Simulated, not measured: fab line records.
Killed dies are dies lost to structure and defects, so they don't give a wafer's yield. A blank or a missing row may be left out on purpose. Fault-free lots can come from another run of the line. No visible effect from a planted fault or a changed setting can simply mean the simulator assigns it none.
The tool behind it: which one?    flow gf180mcu    11 lots, 32 wafers sampled, at 5 steps of a route of 602

== WHAT THE GAUGES READ, wafer by wafer ==
GF_V3_RS_MEAS_24: a four-point-probe measurement. Usual: V3_W_RS 0.324 ohm/sq, standard deviation 0.0061.
lot   measured      on             V3_W_RS (ohm/sq)   flag
L252  day 22 11:43  film metro-03  0.325 0.322 0.322  
L253  day 23 00:08  film metro-04  0.334 0.319 0.332  
L254  day 23 04:13  film metro-03  0.317 0.316 0.329  
L256  day 24 08:13  film metro-03  0.207 0.210        OFF
L257  day 24 10:04  film metro-01  0.331 0.210 0.329  OFF
L260  day 25 09:56  film metro-03  0.324 0.323 0.320  
L261  day 25 12:04  film metro-03  0.324 0.322 0.321  
L264  day 26 19:52  film metro-03  0.325 0.327 0.329  
L266  day 27 11:32  film metro-01  0.317 0.327 0.327  
L267  day 27 21:16  film metro-03  0.321 0.329 0.326  
L269  day 28 07:35  film metro-03  0.321 0.327 0.326  

GF_V3_THK_MEAS_25: measures by xrf. Usual: V3_W_THK 346 nm, standard deviation 6.4.
lot   measured      on             V3_W_THK (nm)  flag
L252  day 22 11:49  film metro-03  347 352 350    
L253  day 23 00:15  film metro-04  332 351 337    
L254  day 23 04:19  film metro-03  354 353 340    
L256  day 24 08:19  film metro-03  525 520        OFF
L257  day 24 10:11  film metro-01  343 536 344    OFF
L260  day 25 10:02  film metro-03  343 349 347    
L261  day 25 12:11  film metro-03  347 346 347    
L264  day 26 19:58  film metro-03  346 345 341    
L266  day 27 11:38  film metro-01  352 341 343    
L267  day 27 21:21  film metro-03  346 340 345    
L269  day 28 07:42  film metro-03  348 342 339    

== EACH LOT AND THE TOOL THAT RAN IT (in order: tool; ch and the chambers of the sampled wafers; start) ==
lot   GF_M3_SPUTTER_03              GF_V3_STRIP_18                        GF_V3_CVD_23
L252  pvd sputter-01, day 20 08:53  plasma asher-03 ch 0,1, day 22 10:54  cvd w-02 ch 0,1, day 22 11:37
L253  pvd sputter-04, day 20 22:44  plasma asher-03 ch 0,1, day 22 23:23  cvd w-01 ch 0,1, day 23 00:01
L254  pvd sputter-01, day 21 02:27  plasma asher-01 ch 0,1, day 23 03:26  cvd w-01 ch 0,1, day 23 04:05
L256  pvd sputter-01, day 22 08:05  plasma asher-03 ch 0,1, day 24 07:27  cvd w-01 ch 1, day 24 08:05
L257  pvd sputter-01, day 22 10:17  plasma asher-01 ch 0,1, day 24 09:19  cvd w-01 ch 0,1, day 24 09:57
L260  pvd sputter-01, day 23 11:02  plasma asher-03 ch 0,1, day 25 09:11  cvd w-02 ch 0,1, day 25 09:49
L261  pvd sputter-01, day 23 14:04  plasma asher-01 ch 0,1, day 25 11:18  cvd w-02 ch 1, day 25 11:57
L264  pvd sputter-01, day 24 22:22  plasma asher-01 ch 0,1, day 26 18:46  cvd w-02 ch 0,1, day 26 19:46
L266  pvd sputter-03, day 25 15:39  plasma asher-01 ch 0,1, day 27 10:46  cvd w-02 ch 0,1, day 27 11:24
L267  pvd sputter-03, day 26 01:40  plasma asher-03 ch 0,1, day 27 20:29  cvd w-02 ch 0,1, day 27 21:07
L269  pvd sputter-01, day 26 12:57  plasma asher-03 ch 0, day 28 06:50    cvd w-02 ch 0,1, day 28 07:28
- GF_M3_SPUTTER_03: material Ti, target thk 10 nm, time 6.7 s.
- GF_V3_STRIP_18: strips in O2/N2.
- GF_V3_CVD_23: deposits W, target thk 350 nm, time 104.9 s.

== WHAT THE TOOLS THEMSELVES READ (means of the sampled wafers that have a number; where no wafer has one, the mark that the record gives instead) ==
GF_M3_SPUTTER_03. Usual: throttle valve pct at 29.7 %, with a standard deviation of 0.75.
lot   tool            throttle valve pct (%)  flag
L252  pvd sputter-01  28.9                    
L253  pvd sputter-04  30.0                    
L254  pvd sputter-01  29.4                    
L256  pvd sputter-01  29.6                    
L257  pvd sputter-01  29.5                    
L260  pvd sputter-01  29.9                    
L261  pvd sputter-01  29.4                    
L264  pvd sputter-01  29.8                    
L266  pvd sputter-03  29.6                    
L267  pvd sputter-03  30.0                    
L269  pvd sputter-01  29.3                    

GF_V3_STRIP_18. Usual: drypump motor current A 5.6 A, standard deviation 0.46; heater power w 328 W, standard deviation 18; oes product au 0.591 a.u., standard deviation 0.0059.
lot   tool             drypump motor current A (A)  heater power w (W)  oes product au (a.u.)  flag
L252  plasma asher-03  5.7                          315                 0.591                  
L253  plasma asher-03  5.7                          320                 0.587                  
L254  plasma asher-01  5.3                          331                 0.594                  
L256  plasma asher-03  5.6                          318                 0.589                  
L257  plasma asher-01  5.3                          332                 0.591                  
L260  plasma asher-03  5.5                          322                 0.594                  
L261  plasma asher-01  5.5                          321                 0.590                  
L264  plasma asher-01  5.3                          332                 0.590                  
L266  plasma asher-01  5.5                          323                 0.593                  
L267  plasma asher-03  5.5                          320                 0.590                  
L269  plasma asher-03  5.2                          328                 0.595                  

GF_V3_CVD_23. Usual: heater power w at 846 W, with a standard deviation of 65.
lot   tool      heater power w (W)  flag
L252  cvd w-02  768                 
L253  cvd w-01  884                 
L254  cvd w-01  873                 
L256  cvd w-01  862                 
L257  cvd w-01  891                 
L260  cvd w-02  813                 
L261  cvd w-02  728                 
L264  cvd w-02  831                 
L266  cvd w-02  827                 
L267  cvd w-02  779                 
L269  cvd w-02  843                 

== THE ANSWER, worked out from the rows above alone ==
Rule: lot off if the mean of its wafers having a number is beyond 3 standard deviations from the usual mean. Also off: a lot with no number at a reading for which 4 or more lots have one. All remaining lots with rows at the step are treated as sound. After the gauges, taken in route order, come the tools' own readings; for these a lot's mean is taken, as printed above. The first step at which some lot is off is used, and at that step the reading that is off furthest; a lot without a number counts as furthest.
Off: at GF_V3_RS_MEAS_24 (V3_W_RS), L256, L257.
A tool fits if, at a process step before that reading, it ran every lot that is off, and no sound lot after the first of them. Gauges at GF_V3_RS_MEAS_24: tried the same way as those tools. One fits: GF_V3_CVD_23 on cvd w-01. A fault onset in the window from L254 (day 23 04:05, its last sound lot) to L256 (day 24 08:05, its first lot off) fits.

== WHAT HAD BEEN PUT IN BY THE SIMULATOR ==
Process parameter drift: cvd w-01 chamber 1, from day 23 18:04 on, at GF_V3_CVD_23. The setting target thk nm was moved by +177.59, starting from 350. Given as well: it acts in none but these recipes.
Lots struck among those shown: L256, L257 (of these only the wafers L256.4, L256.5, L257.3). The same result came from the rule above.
